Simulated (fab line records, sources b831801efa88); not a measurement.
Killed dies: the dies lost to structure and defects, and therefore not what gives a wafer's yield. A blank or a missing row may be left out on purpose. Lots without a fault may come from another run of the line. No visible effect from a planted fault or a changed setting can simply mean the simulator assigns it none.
Matching of chambers | flow sky130 | SKY_CONTACT_CMP_27 on cmp-02 has 4 sister chambers
The step polishes, stops on SiO2, t overpolish 15 s, target thk 0 nm. 7 wafers are shown with their chamber, then 7 later ones without.

WAFERS, EACH WITH ITS CHAMBER
wafer  | chamber | motorCurrentA (A) | timeToEndpointS (s)
L107.5 | 3       | 11.8              | 86
L113.6 | 1       | 11.7              | 79
L114.1 | 2       | 9.4               | 87
L114.5 | 2       | 9.4               | 85
L114.6 | 3       | 11.3              | 86
L115.3 | 0       | 11.5              | 86
L115.5 | 0       | 12.0              | 92

WAFERS WITH NO CHAMBER GIVEN
wafer  | motorCurrentA (A) | timeToEndpointS (s)
L115.6 | 12.0              | 88
L117.3 | 11.5              | 88
L117.4 | 11.9              | 89
L117.5 | 11.8              | 86
L119.3 | 12.0              | 84
L119.4 | 10.4              | 86
L119.6 | 11.5              | 80

CHAMBER TAKEN BY EACH
wafer  | from the rows above               | in truth
L115.6 | can't be placed: 0 or 3           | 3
L117.3 | can't be placed: 3 or 0           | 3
L117.4 | can't be placed: 0 or 3           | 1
L117.5 | can't be placed: 3 or 0 or 1      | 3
L119.3 | can't be placed: 3 or 0 or 1      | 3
L119.4 | can't be placed: 2 or 3 or 0 or 1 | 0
L119.6 | can't be placed: 1 or 3           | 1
0 of 7 placed correctly. Not placeable from these rows: 7 (in 6, the candidates include the true chamber). Placed wrongly: 0.
How it was worked out, from the rows above alone: a wafer's distance from a chamber is the root of the sum, over the readings, of the square of ((its reading less the chamber's mean) divided by the reading's scatter). The wafer belongs to the nearest chamber; if the next one is less than 2 further off, it can't be placed. For every chamber, the mean is computed from those of its wafers that are shown. The scatter is the square root of a quotient: the sum, over the shown wafers, of each reading's squared deviation from its chamber's mean, divided by wafers minus chambers.
